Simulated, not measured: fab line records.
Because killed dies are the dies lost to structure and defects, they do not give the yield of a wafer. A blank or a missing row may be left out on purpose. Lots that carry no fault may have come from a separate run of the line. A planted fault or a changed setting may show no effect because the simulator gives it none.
fab line records | flow sky130
record: lots: 15 | wafers: 42 | last_day: 50
route steps=708 shown POLY_CUT@315 RES_XHIGH@340 CONTACT@425 VIA2@509 METAL3@532
lots that met no fault: taken from a fault-free run of the same line
start_h: the number of hours between the record's first day and the start of the first shown wafer of the lot | wait_h: hours elapsed since this lot's preceding step | " unchanged from the row above | L1.1+2: a row that stands for several wafers | - no value present, or no start provided | * or withheld: withheld | < > ~ a bound
route shown NAME@n: NAME is a module with steps in the file, n the number in the route of the first one | usual: mean/standard deviation of fault-free wafers | same: alike in all rows | chamber/n: place in a boat | sites: readings site by site | _std_site: the values' standard deviation | _edge_site: the outer-site mean with the inner-site mean subtracted | radius_mm: for every site, how far away it sits from the centre of the wafer | mask NAME#n: copy n | behind: the last tool/chamber to shape the wafer | hold: why the lot went on hold/how many hours it stayed there/how the hold came to an end | device: whichever transistor did not switch (one of n, p or np) | end of line: at the end of the route, the tests of the same wafers | a step with no rows: only its recipe | killed: the dies lost at the first sort to structure and to defects; this is not the yield of the wafer | map: a wafer's dies, marking killed ones x, the rest . and places with no die _
set.NAME: the setting that was run; set.NAME@STEP: the one run at that earlier step | model.NAME: the simulator's own value behind a step, which no gauge read
steps of the route over a sample of lots; a table a step, a row a wafer
services: from which hour (start_h, from the record's first day; less than 0 if before it) a tool's chamber was out of use, for how many hours, and why
== steps ==
step: SKY_POLY_CUT_CD_MEAS_08
recipe: target_cd_nm: 270
usual: cd_nm: 270.4/1.5
lot.wafer | tool      | chamber | start_h | wait_h | cd_nm
L836.4    | cd_sem-02 | -       | 556.54  | -      | 271.8
L836.5    | "         | -       | "       | "      | 270.6
L836.6    | "         | -       | "       | "      | 271.8
L838.1    | cd_sem-01 | -       | 571.16  | -      | 272.1
L838.5    | "         | -       | "       | "      | 272.4
L838.6    | "         | -       | "       | "      | 273.9
L837.1    | cd_sem-01 | -       | 571.50  | -      | 271.1
L837.4    | "         | -       | "       | "      | 271.5
L837.5    | "         | -       | "       | "      | 271.4
L839.1    | cd_sem-01 | -       | 584.20  | -      | 269.7
L839.3    | "         | -       | "       | "      | 271.0
L839.5    | "         | -       | "       | "      | 270.0
L840.2    | cd_sem-01 | -       | 589.15  | -      | 270.5
L840.4    | "         | -       | "       | "      | 272.7
L840.5    | "         | -       | "       | "      | 270.5
L841.2    | cd_sem-01 | -       | 610.90  | -      | 270.8
L841.4    | "         | -       | "       | "      | 270.8
L841.5    | "         | -       | "       | "      | 270.8
L842.1    | cd_sem-01 | -       | 615.76  | -      | 271.8
L842.3    | "         | -       | "       | "      | 270.6
L842.5    | "         | -       | "       | "      | 272.2
L843.2    | cd_sem-01 | -       | 620.62  | -      | 272.2
L843.3    | "         | -       | "       | "      | 272.4
L843.4    | "         | -       | "       | "      | 272.4
L847.3    | cd_sem-02 | -       | 651.92  | -      | 270.6
L847.4    | "         | -       | "       | "      | 270.4
L848.3    | cd_sem-01 | -       | 657.74  | -      | 269.7
L848.4    | "         | -       | "       | "      | 271.2
L850.5    | cd_sem-02 | -       | 676.73  | -      | 269.6
L850.6    | "         | -       | "       | "      | 270.0
L856.1    | cd_sem-01 | -       | 724.85  | -      | 270.4
L856.3    | "         | -       | "       | "      | 269.3
L856.4    | "         | -       | "       | "      | 271.6
L857.4    | cd_sem-02 | -       | 731.11  | -      | 267.3
L857.5    | "         | -       | "       | "      | 270.5
L857.6    | "         | -       | "       | "      | 269.0
L858.1    | cd_sem-01 | -       | 740.47  | -      | 267.4
L858.4    | "         | -       | "       | "      | 268.1
L858.6    | "         | -       | "       | "      | 268.4
L859.1    | cd_sem-02 | -       | 743.53  | -      | 269.1
L859.4    | "         | -       | "       | "      | 270.3
L859.6    | "         | -       | "       | "      | 269.6
step: SKY_RES_XHIGH_STRIP_08
recipe: chemistry: O2/N2 | power_w: 1400 | pressure_mtorr: 1500 | platen_temp_c: withheld | o2_flow_sccm: 3000 | n2_flow_sccm: 300 | overash_fraction: 0.5
usual: chamber_pressure_mTorr: 1500.1/1.4 | drypump_motor_current_A: 5.9/0.49 | oes_product_au: 0.711/0.0048 | strip_time_to_endpoint_s: 14.28/0.045
same: overash_fraction: 0.5
lot.wafer | tool            | chamber | start_h | wait_h | chamber_pressure_mTorr | drypump_motor_current_A | oes_product_au | rf_hours_counter_h | strip_time_to_endpoint_s
L836.4    | plasma_asher-03 | 1       | 614.76  | 0.1    | 1499.1                 | 5.9                     | 0.708          | -                  | 14.22
L836.5    | "               | 0       | "       | "      | 1498.3                 | 6.7                     | 0.717          | -                  | 14.22
L836.6    | "               | 1       | "       | "      | 1503.3                 | 5.9                     | 0.705          | -                  | 14.19
L838.1    | plasma_asher-02 | 1       | 629.76  | 0.1    | 1501.2                 | 5.4                     | 0.715          | 97                 | 14.28
L838.5    | "               | 1       | "       | "      | 1499.9                 | 5.4                     | 0.717          | -                  | 14.25
L838.6    | "               | 0       | "       | "      | 1501.0                 | 5.6                     | 0.709          | -                  | 14.25
L837.1    | plasma_asher-03 | 1       | 630.06  | 0.1    | 1498.5                 | 5.9                     | 0.712          | 47                 | 14.33
L837.4    | "               | 1       | "       | "      | 1500.9                 | 5.9                     | 0.709          | -                  | 14.36
L837.5    | "               | 1       | "       | "      | 1500.4                 | 5.9                     | 0.718          | -                  | 14.32
L839.1    | plasma_asher-02 | 1       | 641.77  | 0.1    | 1500.5                 | 5.4                     | 0.716          | 98                 | 14.30
L839.3    | "               | 1       | "       | "      | 1499.7                 | 5.4                     | 0.703          | -                  | 14.30
L839.5    | "               | 1       | "       | "      | 1499.8                 | 5.4                     | 0.704          | -                  | 14.30
L840.2    | plasma_asher-01 | 1       | 646.38  | 0.1    | 1500.5                 | 6.0                     | 0.705          | 23                 | 14.25
L840.4    | "               | 1       | "       | "      | 1500.9                 | 6.0                     | 0.717          | -                  | 14.25
L840.5    | "               | 0       | "       | "      | 1502.9                 | 6.6                     | 0.709          | -                  | 14.32
L841.2    | plasma_asher-01 | 0       | 668.21  | 0.1    | 1500.5                 | 6.6                     | 0.716          | 25                 | 14.32
L841.4    | "               | 1       | "       | "      | 1502.0                 | 6.0                     | 0.717          | -                  | 14.29
L841.5    | "               | 0       | "       | "      | 1500.0                 | 6.6                     | 0.712          | -                  | 14.32
L842.1    | plasma_asher-03 | 0       | 671.98  | 0.1    | 1501.1                 | 6.7                     | 0.707          | 51                 | 14.30
L842.3    | "               | 1       | "       | "      | 1499.9                 | 5.9                     | 0.716          | -                  | 14.32
L842.5    | "               | 0       | "       | "      | 1497.4                 | 6.7                     | 0.712          | -                  | 14.34
L843.2    | plasma_asher-01 | 0       | 677.52  | 0.1    | 1500.4                 | 6.6                     | 0.709          | 26                 | 14.32
L843.3    | "               | 0       | "       | "      | 1501.1                 | 6.6                     | 0.716          | -                  | 14.35
L843.4    | "               | 1       | "       | "      | 1499.7                 | 6.0                     | 0.708          | -                  | 14.27
L847.3    | plasma_asher-02 | 1       | 708.36  | 0.1    | 1500.0                 | 5.4                     | 0.701          | -                  | 14.26
L847.4    | "               | 0       | "       | "      | 1498.6                 | 5.6                     | 0.711          | -                  | 14.28
L848.3    | plasma_asher-02 | 0       | 714.10  | 0.1    | 1503.0                 | 5.6                     | 0.702          | -                  | 14.28
L848.4    | "               | 1       | "       | "      | 1501.0                 | 5.4                     | 0.707          | -                  | 14.26
L850.5    | plasma_asher-03 | 1       | 732.54  | 0.1    | 1499.8                 | 5.9                     | 0.715          | -                  | 14.23
L850.6    | "               | 0       | "       | "      | 1500.5                 | 6.7                     | 0.706          | -                  | 14.21
L856.1    | plasma_asher-02 | 1       | 779.18  | 0.1    | 1500.0                 | 5.4                     | 0.709          | 3                  | 14.29
L856.3    | "               | 0       | "       | "      | 1498.4                 | 5.6                     | 0.713          | -                  | 14.32
L856.4    | "               | 1       | "       | "      | 1497.5                 | 5.4                     | 0.715          | -                  | 14.28
L857.4    | plasma_asher-02 | 0       | 786.11  | 0.1    | 1500.3                 | 5.6                     | 0.713          | -                  | 14.27
L857.5    | "               | 0       | "       | "      | 1502.0                 | 5.6                     | 0.704          | -                  | 14.27
L857.6    | "               | 1       | "       | "      | 1499.9                 | 5.4                     | 0.707          | -                  | 14.31
L858.1    | plasma_asher-01 | 0       | 794.27  | 0.1    | 1499.6                 | 6.6                     | 0.717          | 37                 | 14.23
L858.4    | "               | 1       | "       | "      | 1498.6                 | 6.0                     | 0.701          | -                  | 14.20
L858.6    | "               | 0       | "       | "      | 1499.7                 | 6.6                     | 0.707          | -                  | 14.18
L859.1    | plasma_asher-03 | 0       | 796.42  | 0.1    | 1499.0                 | 6.7                     | 0.720          | 63                 | 14.24
L859.4    | "               | 0       | "       | "      | 1499.1                 | 6.7                     | 0.726          | -                  | 14.26
L859.6    | "               | 1       | "       | "      | 1499.9                 | 5.9                     | 0.712          | -                  | 14.31
step: SKY_CONTACT_STRIP_19
recipe: chemistry: O2/N2 | power_w: 1400 | pressure_mtorr: 1500 | platen_temp_c: withheld | o2_flow_sccm: 3000 | n2_flow_sccm: 300 | overash_fraction: 0.5
usual: chamber_pressure_mTorr: 1500.1/1.3 | drypump_motor_current_A: 6.1/0.48 | oes_product_au: 0.381/0.0044 | strip_time_to_endpoint_s: 3.617/0.027
same: overash_fraction: 0.5
lot.wafer | tool            | chamber | start_h | wait_h | chamber_pressure_mTorr | drypump_motor_current_A | oes_product_au | rf_hours_counter_h | strip_time_to_endpoint_s
L836.4    | plasma_asher-01 | 0       | 731.14  | -      | 1498.2                 | 6.6                     | 0.377          | -                  | 3.657
L836.5    | "               | 1       | "       | "      | 1499.1                 | 6.0                     | 0.384          | -                  | 3.593
L836.6    | "               | 0       | "       | "      | 1500.6                 | 6.6                     | 0.376          | -                  | 3.617
L838.1    | plasma_asher-01 | 0       | 747.59  | -      | 1499.6                 | 6.6                     | 0.373          | 32                 | 3.646
L838.5    | "               | 0       | "       | "      | 1501.5                 | 6.6                     | 0.379          | -                  | 3.645
L838.6    | "               | 1       | "       | "      | 1498.6                 | 6.0                     | 0.380          | -                  | 3.600
L837.1    | plasma_asher-02 | 0       | 748.12  | -      | 1498.1                 | 5.6                     | 0.378          | 0                  | 3.584
L837.4    | "               | 1       | "       | "      | 1500.8                 | 5.4                     | 0.378          | -                  | 3.593
L837.5    | "               | 0       | "       | "      | 1500.5                 | 5.6                     | 0.377          | -                  | 3.581
L839.1    | plasma_asher-01 | 1       | 759.22  | -      | 1498.4                 | 6.0                     | 0.382          | 34                 | 3.601
L839.3    | "               | 1       | "       | "      | 1500.9                 | 6.0                     | 0.391          | -                  | 3.633
L839.5    | "               | 1       | "       | "      | 1498.5                 | 6.0                     | 0.377          | -                  | 3.587
L840.2    | plasma_asher-03 | 0       | 761.16  | -      | 1497.6                 | 6.7                     | 0.383          | 60                 | 3.622
L840.4    | "               | 0       | "       | "      | 1500.8                 | 6.7                     | 0.382          | -                  | 3.649
L840.5    | "               | 1       | "       | "      | 1500.1                 | 5.9                     | 0.371          | -                  | 3.588
L841.2    | plasma_asher-01 | 0       | 783.17  | -      | 1498.2                 | 6.6                     | 0.382          | 36                 | 3.557
L841.4    | "               | 1       | "       | "      | 1500.6                 | 6.0                     | 0.380          | -                  | 3.615
L841.5    | "               | 1       | "       | "      | 1499.8                 | 6.0                     | 0.383          | -                  | 3.559
L842.1    | plasma_asher-02 | 1       | 786.75  | -      | 1498.6                 | 5.4                     | 0.384          | 4                  | 3.628
L842.3    | "               | 1       | "       | "      | 1499.3                 | 5.4                     | 0.378          | -                  | 3.610
L842.5    | "               | 1       | "       | "      | 1497.1                 | 5.4                     | 0.381          | -                  | 3.574
L843.2    | plasma_asher-02 | 1       | 791.91  | -      | 1503.1                 | 5.3                     | 0.381          | 5                  | 3.558
L843.3    | "               | 0       | "       | "      | 1499.8                 | 5.6                     | 0.381          | -                  | 3.594
L843.4    | "               | 1       | "       | "      | 1500.8                 | 5.4                     | 0.382          | -                  | 3.589
L847.3    | plasma_asher-01 | 1       | 822.35  | -      | 1500.1                 | 6.0                     | 0.383          | -                  | 3.624
L847.4    | "               | 0       | "       | "      | 1500.5                 | 6.6                     | 0.383          | -                  | 3.570
L848.3    | plasma_asher-03 | 0       | 825.74  | -      | 1500.0                 | 6.7                     | 0.382          | -                  | 3.633
L848.4    | "               | 1       | "       | "      | 1501.3                 | 5.9                     | 0.386          | -                  | 3.668
L850.5    | plasma_asher-03 | 0       | 844.28  | -      | 1500.4                 | 6.7                     | 0.384          | -                  | 3.654
L850.6    | "               | 1       | "       | "      | 1499.0                 | 5.9                     | 0.384          | -                  | 3.629
L856.1    | plasma_asher-01 | 1       | 889.80  | -      | 1500.7                 | 6.0                     | 0.376          | 46                 | 3.632
L856.3    | "               | 1       | "       | "      | 1501.8                 | 6.0                     | 0.382          | -                  | 3.652
L856.4    | "               | 0       | "       | "      | 1501.2                 | 6.6                     | 0.382          | -                  | 3.588
L857.4    | plasma_asher-02 | 0       | 896.49  | -      | 1500.4                 | 5.6                     | 0.385          | -                  | 3.623
L857.5    | "               | 1       | "       | "      | 1500.8                 | 5.4                     | 0.377          | -                  | 3.606
L857.6    | "               | 0       | "       | "      | 1500.1                 | 5.6                     | 0.380          | -                  | 3.638
L858.1    | plasma_asher-03 | 0       | 904.56  | -      | 1501.3                 | 6.7                     | 0.373          | 74                 | 3.631
L858.4    | "               | 0       | "       | "      | 1501.7                 | 6.7                     | 0.377          | -                  | 3.641
L858.6    | "               | 1       | "       | "      | 1497.7                 | 5.9                     | 0.381          | -                  | 3.594
L859.1    | plasma_asher-01 | 1       | 907.05  | -      | 1500.2                 | 6.0                     | 0.388          | 48                 | 3.644
L859.4    | "               | 1       | "       | "      | 1499.8                 | 6.0                     | 0.379          | -                  | 3.627
L859.6    | "               | 0       | "       | "      | 1497.5                 | 6.6                     | 0.382          | -                  | 3.615
step: SKY_VIA2_CMP_02
recipe: material: SiO2 | down_force_psi: 4 | platen_rpm: 60 | pad_velocity_m_s: 0.94248
usual: edge_zone_pressure_frac: 1.000/0.0051 | motor_current_A: 12.5/0.96 | platen_rpm: 60.00/0.043
lot.wafer | tool   | chamber | start_h | wait_h | edge_zone_pressure_frac | motor_current_A | platen_rpm
L836.4    | cmp-02 | 3       | 818.79  | 0.1    | 0.991                   | 13.3            | 59.92
L836.6    | "      | 2       | "       | "      | 1.001                   | 14.0            | 59.93
L836.5    | "      | 3       | "       | "      | 0.986                   | 13.5            | 59.92
L838.1    | cmp-02 | 3       | 832.68  | 0.1    | 0.998                   | 13.0            | 60.03
L838.5    | "      | 3       | "       | "      | 0.996                   | 13.6            | 59.96
L838.6    | "      | 0       | "       | "      | 0.998                   | 10.8            | 59.98
L837.1    | cmp-01 | 2       | 834.90  | 0.1    | 1.003                   | 12.1            | 60.02
L837.4    | "      | 3       | "       | "      | 1.006                   | 12.3            | 59.95
L837.5    | "      | 1       | "       | "      | 1.005                   | 13.3            | 60.02
L839.1    | cmp-02 | 1       | 844.98  | 0.1    | 0.998                   | 11.5            | 60.00
L839.3    | "      | 3       | "       | "      | 1.005                   | 12.7            | 60.07
L839.5    | "      | 1       | "       | "      | 0.994                   | 11.1            | 60.03
L840.4    | cmp-02 | 2       | 849.25  | 0.1    | 1.011                   | 12.9            | 60.09
L840.2    | "      | 0       | "       | "      | 1.004                   | 11.0            | 59.98
L840.5    | "      | 1       | "       | "      | 1.001                   | 12.0            | 60.00
L841.2    | cmp-02 | 1       | 866.85  | 0.1    | 1.001                   | 11.5            | 59.98
L841.4    | "      | 2       | "       | "      | 0.991                   | 14.3            | 59.98
L841.5    | "      | 0       | "       | "      | 1.006                   | 10.7            | 59.97
L842.3    | cmp-01 | 2       | 871.59  | 0.0    | 1.004                   | 11.9            | 60.03
L842.1    | "      | 0       | "       | "      | 1.001                   | 12.9            | 59.94
L842.5    | "      | 3       | "       | "      | 1.002                   | 12.4            | 59.98
L843.2    | cmp-01 | 3       | 877.11  | 0.0    | 0.995                   | 11.9            | 60.03
L843.3    | "      | 1       | "       | "      | 1.009                   | 13.0            | 60.06
L843.4    | "      | 2       | "       | "      | 0.997                   | 12.0            | 60.05
L847.4    | cmp-01 | 1       | 905.52  | 0.1    | 0.999                   | 12.9            | 59.97
L847.3    | "      | 3       | "       | "      | 0.989                   | 12.1            | 59.95
L848.4    | cmp-01 | 0       | 909.50  | 0.1    | 0.993                   | 13.5            | 60.03
L848.3    | "      | 1       | "       | "      | 1.002                   | 12.8            | 60.05
L850.6    | cmp-01 | 0       | 926.19  | 0.3    | 0.993                   | 13.6            | 59.93
L850.5    | "      | 1       | "       | "      | 1.003                   | 11.7            | 59.97
L856.3    | cmp-02 | 2       | 968.71  | 0.0    | 0.994                   | 14.8            | 59.99
L856.1    | "      | 3       | "       | "      | 1.000                   | 12.5            | 60.01
L856.4    | "      | 1       | "       | "      | 1.000                   | 11.8            | 59.97
L857.4    | cmp-02 | 3       | 977.05  | 0.2    | 1.003                   | 12.6            | 59.98
L857.5    | "      | 0       | "       | "      | 0.996                   | 10.7            | 60.07
L857.6    | "      | 1       | "       | "      | 0.992                   | 11.2            | 60.01
L858.4    | cmp-01 | 0       | 983.31  | 0.5    | 1.000                   | 13.7            | 59.98
L858.1    | "      | 2       | "       | "      | 0.996                   | 11.9            | 60.03
L858.6    | "      | 1       | "       | "      | 0.997                   | 13.0            | 60.02
L859.1    | cmp-02 | 3       | 985.54  | 0.1    | 1.003                   | 13.0            | 60.02
L859.4    | "      | 0       | "       | "      | 0.997                   | 11.6            | 60.07
L859.6    | "      | 1       | "       | "      | 1.004                   | 12.0            | 59.96
step: SKY_VIA2_ETCH_15
recipe: target: SiO2 | chemistry: C4F8/O2/Ar | target_depth_nm: 546 | stop_on: TiN | mask_material: KrF-thick | source_w: 1500 | bias_w: 1200 | pressure_mtorr: 40 | c4f8_flow_sccm: withheld | O2_flow_sccm: 6 | Ar_flow_sccm: 300 | time_s: 84
usual: chamber_pressure_mTorr: 40.01/0.035 | oes_product_au: 0.939/0.0049
lot.wafer | tool        | chamber | start_h | wait_h | chamber_pressure_mTorr | oes_product_au | rf_hours_counter_h
L836.4    | rie_diel-03 | 3       | 846.06  | 0.0    | 39.98                  | 0.939          | 3
L836.5    | "           | 0       | "       | "      | 40.01                  | 0.934          | -
L836.6    | "           | 3       | "       | "      | 39.97                  | 0.942          | -
L838.1    | rie_diel-01 | 1       | 859.51  | 0.0    | 39.94                  | 0.934          | 11
L838.5    | "           | 3       | "       | "      | 40.04                  | 0.933          | -
L838.6    | "           | 1       | "       | "      | 40.01                  | 0.937          | -
L837.1    | rie_diel-03 | 1       | 861.26  | 0.0    | 40.11                  | 0.937          | 14
L837.4    | "           | 0       | "       | "      | 39.99                  | 0.942          | 26
L837.5    | "           | 2       | "       | "      | 39.95                  | 0.934          | -
L839.1    | rie_diel-01 | 3       | 871.47  | 0.0    | 40.01                  | 0.937          | 6
L839.3    | "           | 0       | "       | "      | 40.02                  | 0.948          | 0
L839.5    | "           | 2       | "       | "      | 39.98                  | 0.946          | -
L840.2    | rie_diel-01 | 3       | 876.03  | 0.0    | 40.01                  | 0.939          | 6
L840.4    | "           | 1       | "       | "      | 39.99                  | 0.938          | 12
L840.5    | "           | 3       | "       | "      | 40.02                  | 0.944          | -
L841.2    | rie_diel-03 | 0       | 893.13  | 0.0    | 40.04                  | 0.936          | 27
L841.4    | "           | 0       | "       | "      | 39.97                  | 0.948          | -
L841.5    | "           | 3       | "       | "      | 40.00                  | 0.934          | -
L842.1    | rie_diel-04 | 0       | 898.28  | 0.0    | 39.96                  | 0.935          | 7
L842.3    | "           | 3       | "       | "      | 40.00                  | 0.938          | 8
L842.5    | "           | 2       | "       | "      | 40.03                  | 0.947          | -
L843.2    | rie_diel-03 | 3       | 903.16  | 0.0    | 40.05                  | 0.944          | 5
L843.3    | "           | 2       | "       | "      | 39.90                  | 0.941          | 5
L843.4    | "           | 0       | "       | "      | 40.00                  | 0.936          | 28
L847.3    | rie_diel-01 | 2       | 930.77  | 0.0    | 40.01                  | 0.938          | 9
L847.4    | "           | 0       | "       | "      | 40.05                  | 0.992          | -
L848.3    | rie_diel-03 | 3       | 934.48  | 0.0    | 39.97                  | 0.943          | 6
L848.4    | "           | 0       | "       | "      | 39.99                  | 0.999          | -
L850.5    | rie_diel-01 | 3       | 951.15  | 0.0    | 40.04                  | 0.949          | -
L850.6    | "           | 0       | "       | "      | 40.01                  | 0.994          | -
L856.1    | rie_diel-04 | 1       | 992.93  | 0.0    | 40.00                  | 0.932          | 4
L856.3    | "           | 3       | "       | "      | 40.03                  | 0.930          | 11
L856.4    | "           | 2       | "       | "      | 39.99                  | 0.946          | 5
L857.4    | rie_diel-03 | 3       | 1001.11 | 0.0    | 40.02                  | 0.934          | -
L857.5    | "           | 1       | "       | "      | 39.92                  | 0.933          | -
L857.6    | "           | 2       | "       | "      | 39.99                  | 0.939          | -
L858.1    | rie_diel-04 | 2       | 1006.67 | 0.0    | 40.04                  | 0.933          | 6
L858.4    | "           | 3       | "       | "      | 39.96                  | 0.939          | 12
L858.6    | "           | 0       | "       | "      | 40.06                  | 0.940          | -
L859.1    | rie_diel-03 | 2       | 1009.13 | 0.0    | 40.04                  | 0.935          | 9
L859.4    | "           | 1       | "       | "      | 40.06                  | 0.947          | -
L859.6    | "           | 2       | "       | "      | 40.03                  | 0.934          | -
step: SKY_METAL3_SPUTTER_00
recipe: material: Ti | target_thk_nm: 15 | power_w: 3000 | time_s: 10 | chamber_pressure_pa: 0.4
usual: throttle_valve_pct: 30.0/0.96
lot.wafer | tool           | chamber | start_h | wait_h | throttle_valve_pct
L836.4    | pvd_sputter-02 | -       | 847.44  | 0.2    | 30.1
L836.5    | "              | -       | "       | "      | 31.4
L836.6    | "              | -       | "       | "      | 29.0
L838.1    | pvd_sputter-03 | -       | 860.84  | 0.1    | 31.3
L838.5    | "              | -       | "       | "      | 31.5
L838.6    | "              | -       | "       | "      | 28.5
L837.1    | pvd_sputter-03 | -       | 862.59  | 0.2    | 30.1
L837.4    | "              | -       | "       | "      | 31.3
L837.5    | "              | -       | "       | "      | 28.7
L839.1    | pvd_sputter-02 | -       | 872.81  | 0.2    | 31.0
L839.3    | "              | -       | "       | "      | 29.1
L839.5    | "              | -       | "       | "      | 30.7
L840.2    | pvd_sputter-02 | -       | 877.39  | 0.1    | 29.2
L840.4    | "              | -       | "       | "      | 30.5
L840.5    | "              | -       | "       | "      | 29.2
L841.2    | pvd_sputter-03 | -       | 894.45  | 0.2    | 28.9
L841.4    | "              | -       | "       | "      | 31.4
L841.5    | "              | -       | "       | "      | 29.0
L842.1    | pvd_sputter-04 | -       | 899.60  | 0.1    | 28.5
L842.3    | "              | -       | "       | "      | 29.1
L842.5    | "              | -       | "       | "      | 29.3
L843.2    | pvd_sputter-03 | -       | 904.60  | 0.1    | 31.3
L843.3    | "              | -       | "       | "      | 28.6
L843.4    | "              | -       | "       | "      | 30.3
L847.3    | pvd_sputter-02 | -       | 932.11  | 0.2    | 30.1
L848.3    | pvd_sputter-04 | -       | 935.82  | 0.2    | 29.2
L850.5    | pvd_sputter-04 | -       | 952.46  | 0.0    | 28.7
L856.1    | pvd_sputter-02 | -       | 994.26  | 0.1    | 31.2
L856.3    | "              | -       | "       | "      | 29.0
L856.4    | "              | -       | "       | "      | 30.9
L857.4    | pvd_sputter-03 | -       | 1002.41 | 0.2    | 31.4
L857.5    | "              | -       | "       | "      | 30.3
L857.6    | "              | -       | "       | "      | 31.2
L858.1    | pvd_sputter-02 | -       | 1008.01 | 0.1    | 30.7
L858.4    | "              | -       | "       | "      | 30.3
L858.6    | "              | -       | "       | "      | 31.5
L859.1    | pvd_sputter-02 | -       | 1010.46 | 0.1    | 31.4
L859.4    | "              | -       | "       | "      | 30.2
L859.6    | "              | -       | "       | "      | 31.3
step: SKY_METAL3_SPUTTER_01
recipe: material: TiN | target_thk_nm: 20 | power_w: 6500 | time_s: 16.7 | chamber_pressure_pa: 0.4
usual: throttle_valve_pct: 30.1/1
lot.wafer | tool           | chamber | start_h | wait_h | throttle_valve_pct
L836.4    | pvd_sputter-02 | -       | 847.47  | 0.0    | 30.1
L836.5    | "              | -       | "       | "      | 31.5
L836.6    | "              | -       | "       | "      | 29.0
L838.1    | pvd_sputter-03 | -       | 860.86  | 0.0    | 31.3
L838.5    | "              | -       | "       | "      | 31.2
L838.6    | "              | -       | "       | "      | 28.5
L837.1    | pvd_sputter-03 | -       | 862.61  | 0.0    | 30.1
L837.4    | "              | -       | "       | "      | 31.2
L837.5    | "              | -       | "       | "      | 28.6
L839.1    | pvd_sputter-02 | -       | 872.83  | 0.0    | 30.8
L839.3    | "              | -       | "       | "      | 29.4
L839.5    | "              | -       | "       | "      | 30.5
L840.2    | pvd_sputter-02 | -       | 877.42  | 0.0    | 29.0
L840.4    | "              | -       | "       | "      | 31.1
L840.5    | "              | -       | "       | "      | 29.3
L841.2    | pvd_sputter-03 | -       | 894.48  | 0.0    | 28.6
L841.4    | "              | -       | "       | "      | 31.5
L841.5    | "              | -       | "       | "      | 28.7
L842.1    | pvd_sputter-04 | -       | 899.63  | 0.0    | 28.5
L842.3    | "              | -       | "       | "      | 29.0
L842.5    | "              | -       | "       | "      | 29.5
L843.2    | pvd_sputter-03 | -       | 904.62  | 0.0    | 31.4
L843.3    | "              | -       | "       | "      | 28.7
L843.4    | "              | -       | "       | "      | 30.3
L847.3    | pvd_sputter-02 | -       | 932.13  | 0.0    | 30.2
L848.3    | pvd_sputter-04 | -       | 935.84  | 0.0    | 29.4
L850.5    | pvd_sputter-04 | -       | 952.48  | 0.0    | 28.7
L856.1    | pvd_sputter-02 | -       | 994.28  | 0.0    | 31.5
L856.3    | "              | -       | "       | "      | 29.3
L856.4    | "              | -       | "       | "      | 31.1
L857.4    | pvd_sputter-03 | -       | 1002.44 | 0.0    | 31.4
L857.5    | "              | -       | "       | "      | 30.2
L857.6    | "              | -       | "       | "      | 31.4
L858.1    | pvd_sputter-02 | -       | 1008.03 | 0.0    | 30.7
L858.4    | "              | -       | "       | "      | 30.1
L858.6    | "              | -       | "       | "      | 31.5
L859.1    | pvd_sputter-02 | -       | 1010.48 | 0.0    | 31.5
L859.4    | "              | -       | "       | "      | 30.1
L859.6    | "              | -       | "       | "      | 31.6
== services ==
tool            | chamber | start_h | hours | kind
cmp-02          | -       | 591.63  | 6.7   | pm
cmp-02          | -       | 600.00  | 1.8   | repair
plasma_asher-03 | -       | 606.37  | 0.7   | repair
cmp-02          | -       | 616.55  | 5.3   | pm
plasma_asher-01 | -       | 624.41  | 1.1   | repair
pvd_sputter-02  | -       | 662.07  | 2.8   | repair
pvd_sputter-02  | -       | 687.60  | 7.4   | repair
plasma_asher-01 | -       | 688.25  | 2.1   | repair
cmp-02          | -       | 700.44  | 1.6   | repair
plasma_asher-03 | -       | 713.24  | 2.6   | repair
pvd_sputter-02  | -       | 724.68  | 2.8   | repair
plasma_asher-02 | -       | 733.75  | 9.0   | pm
plasma_asher-03 | -       | 755.00  | 0.6   | repair
cmp-02          | -       | 755.75  | 0.5   | repair
cmp-02          | -       | 773.42  | 0.5   | repair
cmp-02          | -       | 799.78  | 2.7   | repair
pvd_sputter-02  | -       | 809.17  | 0.7   | repair
cmp-02          | -       | 824.61  | 0.4   | repair
cmp-02          | -       | 826.13  | 1.7   | repair
cmp-02          | -       | 858.63  | 2.8   | repair
pvd_sputter-02  | -       | 880.44  | 0.7   | repair
plasma_asher-01 | -       | 882.03  | 5.1   | repair
plasma_asher-01 | -       | 960.13  | 15.8  | pm
pvd_sputter-03  | -       | 967.12  | 17.7  | repair
== key ==
first_sign: step: SKY_VIA2_ETCH_15 | reading: oes_product_au | direction: up | sigmas: 11 | usual: 0.939 | struck: 0.995
effect: step: SKY_METAL3_SPUTTER_00 | reading: visit | direction: missing
effect: step: SKY_METAL3_SPUTTER_01 | reading: visit | direction: missing
met_at SKY_VIA2_CMP_02
struck_lots L847,L848,L850
struck_wafers L847.4,L848.4,L850.6
later_rows_left_out L847.4,L848.4,L850.6
sort_left_out L847.4,L848.4,L850.6
not_acting_at SKY_POLY_CUT_CD_MEAS_08,SKY_RES_XHIGH_STRIP_08,SKY_CONTACT_STRIP_19
onset_between 877.11 905.52
fault: kind: process_parameter_drift | tool: cmp-01 | chamber: - | onset_h: 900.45 | steps: SKY_VIA2_CMP_02 | channel: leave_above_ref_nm | offset: 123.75 | shape: step | end_h: 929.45 | scope: struck_wafers_only | acts_in: these_recipes_only | stated: 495
sort_left_out: the simulated sort isn't trusted on such a fault, so these wafers' sort isn't shown, and their yield isn't known
later_rows_left_out: the simulator's readings of these wafers behind a module that went badly wrong aren't trusted and aren't shown, but for the sort
